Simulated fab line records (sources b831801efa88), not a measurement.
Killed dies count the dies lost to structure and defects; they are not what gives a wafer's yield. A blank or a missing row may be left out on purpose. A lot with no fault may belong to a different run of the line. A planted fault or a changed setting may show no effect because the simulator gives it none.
fab line records	flow gf180mcu
[record] lots = 24	wafers = 72	last_day = 34
route steps=602 shown CONTACT@310 M1@330 V1@336 V2@396 V3@430
lots with no fault: from the same line, run without faults
start_h: hours from the record's opening day to when the first of the lot's shown wafers began	wait_h: time in hours since the lot's previous step	" unchanged from the row above	L1.1+2: one row covering several wafers at once	- value missing, or start not given	* or withheld: withheld	< > ~ a bound
route shown NAME@n: names a module that has steps shown in the file, with the first one's number in the route	usual: mean/standard deviation of fault-free wafers	same: alike in all rows	chamber/n: place in a boat	sites: each site's reading	_std_site: the standard deviation of these	_edge_site: inner sites' mean taken away from outer sites' mean	radius_mm: how far each site lies from the wafer's centre	mask NAME#n: copy n	behind: the tool/chamber that last shaped the wafer	hold: what put the lot on hold/how long, in hours/how the hold closed	device: whichever transistor did not switch (one of n, p or np)	end of line: tests run on the same wafers once the route is complete	for a step that has no rows: nothing shown but its recipe	killed: at the first sort, the dies lost to defects and structure; wafer yield is something else	map: dies across one wafer; x = killed, . = not, _ = none there
set.NAME: the run value of the setting; set.NAME@STEP: its run value at that earlier step	model.NAME: the simulator's own value behind a step, which no gauge read
a sample of lots followed through the steps of the route, with each step as a table and each wafer as a row
services: a tool's chamber out of use, with start hour (start_h, from the record's first day; less than 0 if before it), hours out, and reason
[[steps]]
[step GF_CONTACT_SPUTTER_23]
[recipe] material = TiN	target_thk_nm = 10	chamber_pressure_pa = 5	power_w = 4000	time_s = 40
[usual] throttle_valve_pct = 30.0/1
lot.wafer	tool	chamber	start_h	wait_h	throttle_valve_pct
L074.1	pvd_sputter-04	-	364.22	0.0	29.8
L074.4	"	-	"	"	30.3
L074.5	"	-	"	"	30.1
L075.2	pvd_sputter-03	-	369.25	0.0	31.6
L075.3	"	-	"	"	27.5
L075.6	"	-	"	"	30.5
L076.1	pvd_sputter-01	-	374.50	0.0	28.2
L076.3	"	-	"	"	30.3
L076.5	"	-	"	"	28.4
L077.2	pvd_sputter-04	-	389.26	0.0	30.4
L077.4	"	-	"	"	29.8
L077.5	"	-	"	"	30.9
L078.2	pvd_sputter-04	-	394.59	0.0	30.2
L078.3	"	-	"	"	30.3
L078.4	"	-	"	"	29.6
L079.3	pvd_sputter-04	-	404.41	0.0	30.4
L079.4	"	-	"	"	29.7
L079.5	"	-	"	"	30.4
L080.1	pvd_sputter-03	-	418.94	0.0	31.8
L080.5	"	-	"	"	30.6
L080.6	"	-	"	"	31.9
L081.1	pvd_sputter-01	-	424.25	0.0	30.6
L081.2	"	-	"	"	28.2
L081.5	"	-	"	"	31.0
L082.2	pvd_sputter-04	-	433.49	0.0	30.4
L082.3	"	-	"	"	29.4
L082.4	"	-	"	"	30.0
L083.1	pvd_sputter-01	-	446.19	0.0	30.4
L083.2	"	-	"	"	30.3
L083.4	"	-	"	"	28.0
L084.1	pvd_sputter-04	-	452.80	0.1	30.4
L084.2	"	-	"	"	30.3
L084.6	"	-	"	"	29.7
L085.4	pvd_sputter-03	-	453.69	0.0	28.0
L085.5	"	-	"	"	27.8
L085.6	"	-	"	"	27.9
L086.1	pvd_sputter-03	-	468.71	0.0	31.9
L086.3	"	-	"	"	30.5
L086.6	"	-	"	"	30.6
L087.1	pvd_sputter-01	-	477.40	0.0	28.3
L087.4	"	-	"	"	30.4
L087.5	"	-	"	"	31.1
L088.2	pvd_sputter-01	-	495.58	0.0	30.0
L088.3	"	-	"	"	31.3
L088.5	"	-	"	"	30.2
L089.2	pvd_sputter-04	-	498.81	0.0	30.3
L089.3	"	-	"	"	29.4
L089.4	"	-	"	"	29.9
L090.1	pvd_sputter-01	-	501.51	0.0	31.2
L090.2	"	-	"	"	30.3
L090.5	"	-	"	"	31.3
L091.1	pvd_sputter-01	-	521.19	0.0	30.4
L091.5	"	-	"	"	30.4
L091.6	"	-	"	"	30.1
L092.1	pvd_sputter-04	-	528.90	0.0	29.6
L092.2	"	-	"	"	30.5
L092.5	"	-	"	"	30.0
L093.1	pvd_sputter-04	-	543.19	0.0	29.6
L093.4	"	-	"	"	30.5
L093.6	"	-	"	"	30.8
L094.1	pvd_sputter-01	-	544.44	0.0	31.3
L094.2	"	-	"	"	30.6
L094.3	"	-	"	"	28.2
L095.1	pvd_sputter-01	-	549.39	0.0	28.2
L095.3	"	-	"	"	30.5
L095.4	"	-	"	"	30.1
L096.1	pvd_sputter-01	-	560.64	0.0	30.2
L096.2	"	-	"	"	28.2
L096.4	"	-	"	"	31.5
L097.2	pvd_sputter-04	-	564.39	0.0	29.4
L097.5	"	-	"	"	29.4
L097.6	"	-	"	"	30.3
[step GF_M1_OVL_MEAS_15]
[usual] M1_OVL = 4/5.4
lot.wafer	tool	chamber	start_h	wait_h	M1_OVL[nm]
L074.1	overlay-02	-	387.49	0.1	-2
L074.4	"	-	"	"	5
L074.5	"	-	"	"	9
L075.2	overlay-02	-	392.60	0.1	1
L075.3	"	-	"	"	0
L075.6	"	-	"	"	7
L076.1	overlay-02	-	398.60	0.1	2
L076.3	"	-	"	"	13
L076.5	"	-	"	"	6
L077.2	overlay-02	-	413.90	0.1	2
L077.4	"	-	"	"	1
L077.5	"	-	"	"	-3
L078.2	overlay-02	-	418.59	0.1	13
L078.3	"	-	"	"	13
L078.4	"	-	"	"	12
L079.3	overlay-02	-	432.54	0.1	-1
L079.4	"	-	"	"	5
L079.5	"	-	"	"	-2
L080.1	overlay-01	-	443.73	0.1	5
L080.5	"	-	"	"	1
L080.6	"	-	"	"	3
L081.1	overlay-01	-	449.63	0.1	10
L081.2	"	-	"	"	13
L081.5	"	-	"	"	9
L082.2	overlay-02	-	459.80	0.1	9
L082.3	"	-	"	"	3
L082.4	"	-	"	"	11
L083.1	overlay-01	-	471.24	0.1	12
L083.2	"	-	"	"	-1
L083.4	"	-	"	"	9
L084.1	overlay-02	-	477.74	0.1	6
L084.2	"	-	"	"	4
L084.6	"	-	"	"	12
L085.4	overlay-01	-	479.02	0.1	1
L085.5	"	-	"	"	3
L085.6	"	-	"	"	4
L086.1	overlay-02	-	494.14	0.1	7
L086.3	"	-	"	"	14
L086.6	"	-	"	"	5
L087.1	overlay-01	-	502.53	0.1	8
L087.4	"	-	"	"	3
L087.5	"	-	"	"	-3
L088.2	overlay-01	-	519.89	0.1	2
L088.3	"	-	"	"	13
L088.5	"	-	"	"	7
L089.2	overlay-01	-	523.39	0.1	3
L089.3	"	-	"	"	3
L089.4	"	-	"	"	4
L090.1	overlay-01	-	525.29	0.1	8
L090.2	"	-	"	"	13
L090.5	"	-	"	"	9
L091.1	overlay-01	-	544.83	0.1	6
L091.5	"	-	"	"	0
L091.6	"	-	"	"	-4
L092.1	overlay-02	-	552.54	0.1	-5
L092.2	"	-	"	"	3
L092.5	"	-	"	"	-3
L093.1	overlay-01	-	566.54	0.1	0
L093.4	"	-	"	"	-6
L093.6	"	-	"	"	3
L094.1	overlay-01	-	567.33	0.1	3
L094.2	"	-	"	"	0
L094.3	"	-	"	"	1
L095.1	overlay-01	-	572.43	0.1	2
L095.3	"	-	"	"	9
L095.4	"	-	"	"	-4
L096.1	overlay-01	-	583.70	0.1	9
L096.2	"	-	"	"	0
L096.4	"	-	"	"	9
L097.2	overlay-01	-	586.89	0.1	4
L097.5	"	-	"	"	4
L097.6	"	-	"	"	0
[step GF_V1_THK_MEAS_01]
[recipe] reads = SiO2_of_V1_CVD_00
[usual] V1_CVD_00_THK = 600/6.1
lot.wafer	tool	chamber	start_h	wait_h	V1_CVD_00_THK[nm]
L074.1	film_metro-04	-	388.35	0.0	593
L074.4	"	-	"	"	589
L074.5	"	-	"	"	593
L075.2	film_metro-04	-	393.35	0.0	604
L075.3	"	-	"	"	599
L075.6	"	-	"	"	590
L076.1	film_metro-02	-	399.35	0.0	599
L076.3	"	-	"	"	609
L076.5	"	-	"	"	602
L077.2	film_metro-04	-	414.67	0.0	591
L077.4	"	-	"	"	602
L077.5	"	-	"	"	597
L078.2	film_metro-04	-	419.35	0.0	602
L078.3	"	-	"	"	603
L078.4	"	-	"	"	592
L079.3	film_metro-02	-	433.30	0.1	604
L079.4	"	-	"	"	601
L079.5	"	-	"	"	608
L080.1	film_metro-04	-	444.60	0.0	602
L080.5	"	-	"	"	605
L080.6	"	-	"	"	591
L081.1	film_metro-02	-	450.41	0.0	598
L081.2	"	-	"	"	601
L081.5	"	-	"	"	587
L082.2	film_metro-02	-	460.67	0.0	588
L082.3	"	-	"	"	594
L082.4	"	-	"	"	597
L083.1	film_metro-03	-	471.99	0.0	598
L083.2	"	-	"	"	588
L083.4	"	-	"	"	597
L084.1	film_metro-02	-	478.49	0.0	602
L084.2	"	-	"	"	610
L084.6	"	-	"	"	600
L085.4	film_metro-03	-	479.79	0.0	596
L085.5	"	-	"	"	602
L085.6	"	-	"	"	587
L086.1	film_metro-03	-	494.92	0.0	596
L086.3	"	-	"	"	601
L086.6	"	-	"	"	603
L087.1	film_metro-02	-	503.28	0.0	602
L087.4	"	-	"	"	593
L087.5	"	-	"	"	613
L088.2	film_metro-02	-	520.72	0.0	608
L088.3	"	-	"	"	609
L088.5	"	-	"	"	601
L089.2	film_metro-04	-	524.16	0.0	604
L089.3	"	-	"	"	609
L089.4	"	-	"	"	605
L090.1	film_metro-02	-	526.04	0.0	601
L090.2	"	-	"	"	602
L090.5	"	-	"	"	613
L091.1	film_metro-04	-	545.58	0.0	609
L091.5	"	-	"	"	602
L091.6	"	-	"	"	595
L092.1	film_metro-02	-	553.33	0.0	598
L092.2	"	-	"	"	602
L092.5	"	-	"	"	600
L093.1	film_metro-04	-	567.30	0.0	591
L093.4	"	-	"	"	602
L093.6	"	-	"	"	590
L094.1	film_metro-04	-	568.15	0.0	598
L094.2	"	-	"	"	609
L094.3	"	-	"	"	601
L095.1	film_metro-02	-	573.19	0.0	598
L095.3	"	-	"	"	592
L095.4	"	-	"	"	595
L096.1	film_metro-02	-	584.47	0.0	596
L096.2	"	-	"	"	596
L096.4	"	-	"	"	598
L097.2	film_metro-02	-	587.65	0.0	599
L097.5	"	-	"	"	597
L097.6	"	-	"	"	595
[step GF_V2_CD_MEAS_14]
[recipe] target_cd_nm = 260
[usual] cd_nm = 259.9/1.4
lot.wafer	tool	chamber	start_h	wait_h	cd_nm
L074.1	cd_sem-02	-	462.07	0.1	259.4
L074.4	"	-	"	"	260.1
L074.5	"	-	"	"	260.5
L075.2	cd_sem-01	-	468.73	0.1	261.0
L075.3	"	-	"	"	261.6
L075.6	"	-	"	"	261.4
L076.1	cd_sem-02	-	475.76	0.1	259.0
L076.3	"	-	"	"	258.9
L076.5	"	-	"	"	260.3
L077.2	cd_sem-01	-	491.28	0.1	260.8
L077.4	"	-	"	"	262.2
L077.5	"	-	"	"	261.4
L078.2	cd_sem-02	-	495.18	0.1	258.5
L078.3	"	-	"	"	258.1
L078.4	"	-	"	"	257.5
L079.3	cd_sem-02	-	509.55	0.1	262.5
L079.4	"	-	"	"	261.5
L079.5	"	-	"	"	260.7
L080.1	cd_sem-01	-	520.86	0.1	259.4
L080.5	"	-	"	"	259.3
L080.6	"	-	"	"	258.8
L081.1	cd_sem-01	-	524.91	0.1	256.9
L081.2	"	-	"	"	258.0
L081.5	"	-	"	"	257.3
L082.2	cd_sem-01	-	534.18	0.1	259.5
L082.3	"	-	"	"	258.9
L082.4	"	-	"	"	258.4
L083.1	cd_sem-01	-	546.01	0.1	260.4
L083.2	"	-	"	"	261.3
L083.4	"	-	"	"	261.8
L084.1	cd_sem-01	-	551.31	0.1	260.7
L084.2	"	-	"	"	259.6
L084.6	"	-	"	"	260.9
L085.4	cd_sem-01	-	552.83	0.1	258.4
L085.5	"	-	"	"	259.7
L085.6	"	-	"	"	259.6
L086.1	cd_sem-02	-	567.41	0.1	259.9
L086.3	"	-	"	"	261.8
L086.6	"	-	"	"	260.8
L087.1	cd_sem-02	-	575.17	0.1	259.1
L087.4	"	-	"	"	258.4
L087.5	"	-	"	"	258.4
L088.2	cd_sem-01	-	591.76	0.2	258.0
L088.3	"	-	"	"	257.2
L088.5	"	-	"	"	258.1
L089.2	cd_sem-01	-	594.09	0.1	258.1
L089.3	"	-	"	"	258.6
L089.4	"	-	"	"	257.7
L090.1	cd_sem-01	-	595.61	0.1	259.7
L090.2	"	-	"	"	259.6
L090.5	"	-	"	"	259.2
L091.1	cd_sem-02	-	614.17	0.1	261.5
L091.5	"	-	"	"	263.0
L091.6	"	-	"	"	262.2
L092.1	cd_sem-02	-	621.01	0.1	260.0
L092.2	"	-	"	"	259.7
L092.5	"	-	"	"	259.1
L093.1	cd_sem-01	-	634.92	0.1	260.7
L093.4	"	-	"	"	260.4
L093.6	"	-	"	"	260.4
L094.1	cd_sem-01	-	635.71	0.1	260.6
L094.2	"	-	"	"	261.0
L094.3	"	-	"	"	261.4
L095.1	cd_sem-01	-	639.81	0.1	258.4
L095.3	"	-	"	"	258.8
L095.4	"	-	"	"	258.9
L096.1	cd_sem-02	-	650.52	0.1	260.2
L096.2	"	-	"	"	260.1
L096.4	"	-	"	"	259.9
L097.2	cd_sem-02	-	652.14	0.1	261.8
L097.5	"	-	"	"	261.0
L097.6	"	-	"	"	260.8
[step GF_V2_OVL_MEAS_15]
[usual] V2_OVL = 4/5.8
lot.wafer	tool	chamber	start_h	wait_h	V2_OVL[nm]
L074.1	overlay-01	-	462.19	0.1	7
L074.4	"	-	"	"	-2
L074.5	"	-	"	"	2
L075.2	overlay-01	-	468.84	0.1	4
L075.3	"	-	"	"	4
L075.6	"	-	"	"	8
L076.1	overlay-01	-	475.88	0.1	-2
L076.3	"	-	"	"	-6
L076.5	"	-	"	"	2
L077.2	overlay-01	-	491.39	0.1	0
L077.4	"	-	"	"	2
L077.5	"	-	"	"	10
L078.2	overlay-02	-	495.29	0.1	7
L078.3	"	-	"	"	15
L078.4	"	-	"	"	4
L079.3	overlay-02	-	509.65	0.1	5
L079.4	"	-	"	"	4
L079.5	"	-	"	"	6
L080.1	overlay-02	-	520.98	0.1	5
L080.5	"	-	"	"	11
L080.6	"	-	"	"	9
L081.1	overlay-02	-	525.03	0.1	18
L081.2	"	-	"	"	17
L081.5	"	-	"	"	16
L082.2	overlay-01	-	534.28	0.1	6
L082.3	"	-	"	"	3
L082.4	"	-	"	"	-1
L083.1	overlay-01	-	546.13	0.1	3
L083.2	"	-	"	"	-1
L083.4	"	-	"	"	-4
L084.1	overlay-02	-	551.43	0.1	7
L084.2	"	-	"	"	3
L084.6	"	-	"	"	4
L085.4	overlay-01	-	552.91	0.1	9
L085.5	"	-	"	"	0
L085.6	"	-	"	"	0
L086.1	overlay-02	-	567.53	0.1	0
L086.3	"	-	"	"	3
L086.6	"	-	"	"	9
L087.1	overlay-01	-	575.29	0.1	10
L087.4	"	-	"	"	-4
L087.5	"	-	"	"	9
L088.2	overlay-02	-	591.86	0.1	4
L088.3	"	-	"	"	2
L088.5	"	-	"	"	3
L089.2	overlay-02	-	594.19	0.1	-1
L089.3	"	-	"	"	10
L089.4	"	-	"	"	4
L090.1	overlay-02	-	595.73	0.1	15
L090.2	"	-	"	"	11
L090.5	"	-	"	"	6
L091.1	overlay-02	-	614.29	0.1	3
L091.5	"	-	"	"	-7
L091.6	"	-	"	"	4
L092.1	overlay-01	-	621.13	0.1	5
L092.2	"	-	"	"	1
L092.5	"	-	"	"	3
L093.1	overlay-01	-	635.04	0.1	-5
L093.4	"	-	"	"	6
L093.6	"	-	"	"	-3
L094.1	overlay-02	-	635.83	0.1	4
L094.2	"	-	"	"	3
L094.3	"	-	"	"	4
L095.1	overlay-01	-	639.93	0.1	7
L095.3	"	-	"	"	6
L095.4	"	-	"	"	14
L096.1	overlay-01	-	650.64	0.1	10
L096.2	"	-	"	"	8
L096.4	"	-	"	"	4
L097.2	overlay-02	-	652.24	0.1	1
L097.5	"	-	"	"	0
L097.6	"	-	"	"	-9
[step GF_V3_THK_MEAS_01]
[recipe] reads = SiO2_of_V3_CVD_00
[usual] V3_CVD_00_THK = 600/6
lot.wafer	tool	chamber	start_h	wait_h	V3_CVD_00_THK[nm]
L074.1	film_metro-04	-	488.64	0.0	602
L074.4	"	-	"	"	604
L074.5	"	-	"	"	603
L075.2	film_metro-03	-	495.57	0.0	605
L075.3	"	-	"	"	610
L075.6	"	-	"	"	606
L076.1	film_metro-04	-	502.46	0.0	598
L076.3	"	-	"	"	597
L076.5	"	-	"	"	591
L077.2	film_metro-02	-	517.66	0.0	597
L077.4	"	-	"	"	595
L077.5	"	-	"	"	603
L078.2	film_metro-02	-	521.39	0.0	596
L078.3	"	-	"	"	605
L078.4	"	-	"	"	593
L079.3	film_metro-03	-	535.11	0.1	602
L079.4	"	-	"	"	604
L079.5	"	-	"	"	605
L080.1	film_metro-02	-	546.26	0.0	603
L080.5	"	-	"	"	600
L080.6	"	-	"	"	601
L081.1	film_metro-02	-	549.84	0.0	597
L081.2	"	-	"	"	595
L081.5	"	-	"	"	595
L082.2	film_metro-02	-	559.03	0.0	583
L082.3	"	-	"	"	601
L082.4	"	-	"	"	596
L083.1	film_metro-04	-	570.75	0.0	602
L083.2	"	-	"	"	590
L083.4	"	-	"	"	597
L084.1	film_metro-03	-	575.88	0.0	601
L084.2	"	-	"	"	597
L084.6	"	-	"	"	600
L085.4	film_metro-02	-	577.62	0.0	599
L085.5	"	-	"	"	598
L085.6	"	-	"	"	603
L086.1	film_metro-04	-	592.09	0.0	596
L086.3	"	-	"	"	600
L086.6	"	-	"	"	598
L087.1	film_metro-02	-	599.30	0.0	597
L087.4	"	-	"	"	607
L087.5	"	-	"	"	599
L088.2	film_metro-02	-	615.75	0.0	592
L088.3	"	-	"	"	605
L088.5	"	-	"	"	595
L089.2	film_metro-03	-	617.24	0.0	606
L089.3	"	-	"	"	596
L089.4	"	-	"	"	605
L090.1	film_metro-02	-	618.18	0.0	604
L090.2	"	-	"	"	592
L090.5	"	-	"	"	596
L091.1	film_metro-04	-	637.15	0.0	612
L091.5	"	-	"	"	607
L091.6	"	-	"	"	616
L092.1	film_metro-04	-	644.15	0.0	598
L092.2	"	-	"	"	597
L092.5	"	-	"	"	610
L093.1	film_metro-03	-	656.46	0.0	600
L093.4	"	-	"	"	602
L093.6	"	-	"	"	594
L094.1	film_metro-03	-	657.43	0.0	592
L094.2	"	-	"	"	602
L094.3	"	-	"	"	618
L095.1	film_metro-03	-	662.05	0.0	607
L095.3	"	-	"	"	590
L095.4	"	-	"	"	601
L096.1	film_metro-04	-	672.14	0.0	597
L096.2	"	-	"	"	592
L096.4	"	-	"	"	606
L097.2	film_metro-04	-	674.15	0.0	599
L097.5	"	-	"	"	594
L097.6	"	-	"	"	595
[[services]]
tool	chamber	start_h	hours	kind
pvd_sputter-01	-	391.49	14.6	repair
pvd_sputter-01	-	418.78	4.6	repair
pvd_sputter-04	1	424.28	-	consumable_replace:kit
pvd_sputter-04	1	424.28	18.0	scheduled_down
pvd_sputter-04	1	424.28	18.0	vent_cycle
pvd_sputter-03	-	443.32	2.5	repair
pvd_sputter-01	-	446.97	2.8	repair
pvd_sputter-03	1	480.60	-	consumable_replace:kit
pvd_sputter-03	1	480.60	18.0	scheduled_down
pvd_sputter-03	1	480.60	18.0	vent_cycle
pvd_sputter-03	-	523.74	8.0	repair
[[key]]
fault none
